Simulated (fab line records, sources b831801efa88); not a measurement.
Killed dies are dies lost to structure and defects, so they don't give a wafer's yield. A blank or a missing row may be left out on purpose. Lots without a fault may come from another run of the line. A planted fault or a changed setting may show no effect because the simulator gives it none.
A struck lot beside a sound one | flow gf180mcu | 37 steps out of a route of 602
Sound: wafers L578.1, L578.2, L578.6. Struck: wafer L594.3. (L594.4, L594.6 of the same lot were not struck and are left out.) The cause comes at the end.
At each step with rows: each side's tool, then ch and its chambers, then its first start. Under that, the readings that differ: sound wafers | struck wafers | difference of the means | sigmas: that difference in standard deviations of wafers without a fault.
alike: readings whose means differ by less than 2 such deviations, and words and numbers that are the same on both sides. not compared: withheld readings, readings that some wafer has no value for, bounds like >300 that may hide the same value, and numbers for which the record gives no deviation and whose values overlap.
The two part at a step that has a row with sigmas, a row that says differs or no value, or rows on one side only. Numbers that don't overlap but have no deviation are shown without sigmas and don't part them. A reading that every wafer of one side lacks parts them only if that side has two wafers or more.

first, 2 steps without rows for these wafers: GF_M1_PEB_12 (peb time 90 s); GF_M1_DEVELOP_13 (develop time 60 s).
GF_M1_CD_MEAS_14: target cd 230 nm.
  sound on cd_sem-01, day 17 06:08; struck on cd_sem-01, day 23 07:19
  alike: cd_nm
GF_M1_OVL_MEAS_15:
  sound on overlay-01, day 17 06:15; struck on overlay-01, day 23 07:25
  alike: M1_OVL
GF_M1_METAL_ETCH_16: etches the open film in Cl2/BCl3, stops on SiO2, target depth 627.5 nm, time 104.6 s.
  sound on rie_metal-02 ch 0,1, day 17 06:17; struck on rie_metal-04 ch 0, day 23 07:28
  alike: drypump_motor_current_A, he_backside_leak_sccm, oes_product_au, throttle_valve_pct
  not compared: rf_hours_counter_h
GF_M1_STRIP_17: strips in O2/N2.
  sound on plasma_asher-01 ch 0,1, day 17 06:24; struck on plasma_asher-01 ch 0, day 23 07:35
  alike: drypump_motor_current_A, heater_power_w, oes_product_au, platen_temp_c, strip_time_to_endpoint_s
  not compared: rf_hours_counter_h
then, 3 steps without rows for these wafers: GF_M1_STRIP_18 (strips in post etch residue remover, time 1200 s); GF_M1_CLEAN_19 (cleans in DIW); GF_V1_CVD_00 (deposits SiO2, target thk 600 nm, time 100 s).
GF_V1_THK_MEAS_01:
  sound on film_metro-04, day 17 07:01; struck on film_metro-03, day 23 08:11
  reading            | sound       | struck | difference | sigmas
  V1_CVD_00_THK (nm) | 586 588 591 | 607    | +19        | +3
GF_V1_CVD_02: deposits SiO2 from TEOS, target thk 850 nm, time 94.851 s.
  sound on pecvd-01 ch 0,1, day 17 07:05; struck on pecvd-03 ch 0, day 23 08:14
  reading            | sound       | struck | difference | sigmas
  heater_power_w (W) | 526 898 954 | 530    | -263       | -2
  alike: heater_power_outer_w
GF_V1_THK_MEAS_03:
  sound on film_metro-02, day 17 07:09; struck on film_metro-03, day 23 08:19
  alike: V1_CVD_02_THK
GF_V1_CMP_04: polishes SiO2.
  sound on cmp-02 ch 0,2,3, day 17 07:16; struck on cmp-02 ch 0, day 23 08:25
  reading                             | sound             | struck | difference | sigmas
  time_to_endpoint_s (s)              | 78 84 81          | 20     | -61        | -11
  model.SiO2_of_V1_CVD_02.thk_nm (nm) | 632.8 632.2 633.1 | 790.1  | +157.4     |
  alike: edge_zone_pressure_frac, motor_current_A
GF_V1_BOW_MEAS_05:
  sound on film_metro-04, day 17 07:31; struck on film_metro-03, day 23 08:42
  alike: V1_BOW
then, 8 steps without rows for these wafers: GF_V1_DEHYDRATE_06 (time 60 s); GF_V1_HMDS_07 (prime time 60 s); GF_V1_COAT_08; GF_V1_COAT_09 (resist thk 1000 nm); GF_V1_SOFTBAKE_10 (time 60 s); GF_V1_EXPOSE_11 (exposes mask Via1, target cd 260 nm); GF_V1_PEB_12 (peb time 90 s); GF_V1_DEVELOP_13 (develop time 60 s).
GF_V1_CD_MEAS_14: target cd 260 nm.
  sound on cd_sem-01, day 18 07:01; struck on cd_sem-02, day 24 07:00
  alike: cd_nm
GF_V1_OVL_MEAS_15:
  sound on overlay-02, day 18 07:08; struck on overlay-02, day 24 07:05
  alike: V1_OVL
GF_V1_ETCH_16: etches BARC in N2/H2.
  sound on rie_diel-04 ch 2,3, day 18 07:10; struck on rie_diel-02 ch 1, day 24 07:07
  alike: drypump_motor_current_A, oes_product_au, throttle_valve_pct
GF_V1_ETCH_17: etches SiO2 in C4F8/O2/Ar, stops on TiN, target depth 630 nm.
  sound on rie_diel-04 ch 2,3; struck on rie_diel-02 ch 1
  reading                        | sound             | struck | difference | sigmas
  oes_product_au (a.u.)          | 0.864 0.855 0.853 | 0.972  | +0.115     | +24
  model.etch.depth_nm (nm)       | 632.8 632.2 633.1 | 790.1  | +157.4     |
  model.V1.feature_depth_nm (nm) | 632.8 632.2 633.1 | 790.1  | +157.4     |
GF_V1_STRIP_18: strips in O2/N2.
  sound on plasma_asher-04 ch 0,1, day 18 07:17; struck on plasma_asher-04 ch 1, day 24 07:16
  alike: drypump_motor_current_A, heater_power_w, oes_product_au, platen_temp_c
  not compared: rf_hours_counter_h
then, 5 steps without rows for these wafers: GF_V1_STRIP_19 (strips in post etch residue remover, time 1200 s); GF_V1_CLEAN_20 (cleans in DIW); GF_V1_SPUTTER_21 (material Ti, target thk 15 nm, time 81.63 s); GF_V1_SPUTTER_22 (material TiN, target thk 10 nm, time 40 s); GF_V1_CVD_23 (deposits W, target thk 350 nm, time 105.05 s).
GF_V1_RS_MEAS_24: measures by four-point-probe.
  sound on film_metro-04, day 18 08:04; struck on film_metro-04, day 24 08:02
  alike: V1_W_RS
GF_V1_THK_MEAS_25: measures by xrf.
  sound on film_metro-04, day 18 08:11; struck on film_metro-04, day 24 08:08
  alike: V1_W_THK
GF_V1_CMP_26: polishes, stops on SiO2, t overpolish 15 s, target thk 0 nm.
  sound on cmp-02 ch 0,2,3, day 18 08:15; struck on cmp-02 ch 2, day 24 08:10
  reading                             | sound             | struck | difference | sigmas
  model.SiO2_of_V1_CVD_02.thk_nm (nm) | 629.1 628.5 629.4 | 786.3  | +157.3     |
  alike: edge_zone_pressure_frac, motor_current_A
then, 1 step without rows for these wafers: GF_M2_SPUTTER_00 (material Ti, target thk 37.5 nm, time 150 s).
-- the record jumps here: 9 days lie between the struck wafers' starts before and after (it left off in module M2 and takes up again in module PASSIVATION, whose first step shown is number 602 of the route) --
GF_PASSIVATION_PROBE_99:
  sound on prober-02, day 29 02:26; struck on prober-02, day 33 17:35
  reading                               | sound               | struck | difference | sigmas
  model.etest.via1_chain.rc_ohm         | 6.231 6.187 6.45    | 11.58  | +5.29      |
  model.etest.met2_comb.leak_log10_a_um | -11.97 -12.03 -11.1 | -10.23 | +1.47      |

WHERE THEY PART
First at GF_V1_THK_MEAS_01; last, within this record, at GF_V1_ETCH_17. Later steps at which nothing parts them and some readings are alike: GF_V1_STRIP_18, GF_V1_RS_MEAS_24, GF_V1_THK_MEAS_25, GF_V1_CMP_26.

WHY: what the simulator had put in
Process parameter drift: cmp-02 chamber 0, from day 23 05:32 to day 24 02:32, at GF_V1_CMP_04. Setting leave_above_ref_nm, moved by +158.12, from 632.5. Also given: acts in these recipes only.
